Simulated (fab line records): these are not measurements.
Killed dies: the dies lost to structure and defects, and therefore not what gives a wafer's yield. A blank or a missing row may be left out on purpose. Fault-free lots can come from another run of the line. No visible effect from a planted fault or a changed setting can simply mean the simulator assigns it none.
2 desks, one fault ; flow sfq line ; what lay behind the numbers comes last; until then each desk has only its own

== TOOL OWNER'S DESK, litho track-02 ==
The tool's own readings at SFQ_TRILAYER_L0_LITHO_PEB_008 (peb time 60 s): means of the sampled wafers that have a number, for each lot that ran on this tool. The brackets show how far a lot's mean lies from the usual mean; more than 4 standard deviations puts the lot out of limits, marked OUT.
Columns: A = heater power total W at SFQ_TRILAYER_L0_LITHO_PEB_008, usual 79.15 W
lot;first seen here;A
L345;day 5 05:12;79.14
L347;day 5 16:00;79.14
L357;day 8 12:41;79.19
L358;day 8 19:53;79.16
This desk found nothing out of limits on any of the 4 lots.

== THE METROLOGY DESK ==
What the gauges read for every lot (on any tool): the sampled wafers with a number, averaged. The brackets show how far a lot's mean lies from the usual mean; more than 4 standard deviations puts the lot out of limits, marked OUT.
Columns: A = INCOMING_BOW at SFQ_INCOMING_BOW_MEAS_900, usual 0 um; B = L0_MONX_KI_RS at SFQ_L0_RS_MEAS_901, usual 43.4 ohm/sq; C = L0_MONX_KI_THK at SFQ_L0_THK_MEAS_902, usual 40.8 nm
lot;first seen here;A;B;C
L345;day 2 06:00;1;43.7;40.5
L347;day 2 16:00;-1;43.3;40.9
L357;day 4 18:02;0;43.4;40.6
L358;day 4 23:02;-1;43.2;41.0
L362;day 5 19:04;-4;43.1;41.0
L364;day 6 05:00;-1;43.4;41.0
This desk found nothing out of limits on any of the 6 lots.

== BROUGHT TOGETHER ==
The tool owner's desk saw nothing out of limits.
Nothing out of limits was seen by the metrology desk.

== WHAT THE SIMULATOR HAD PUT IN ==
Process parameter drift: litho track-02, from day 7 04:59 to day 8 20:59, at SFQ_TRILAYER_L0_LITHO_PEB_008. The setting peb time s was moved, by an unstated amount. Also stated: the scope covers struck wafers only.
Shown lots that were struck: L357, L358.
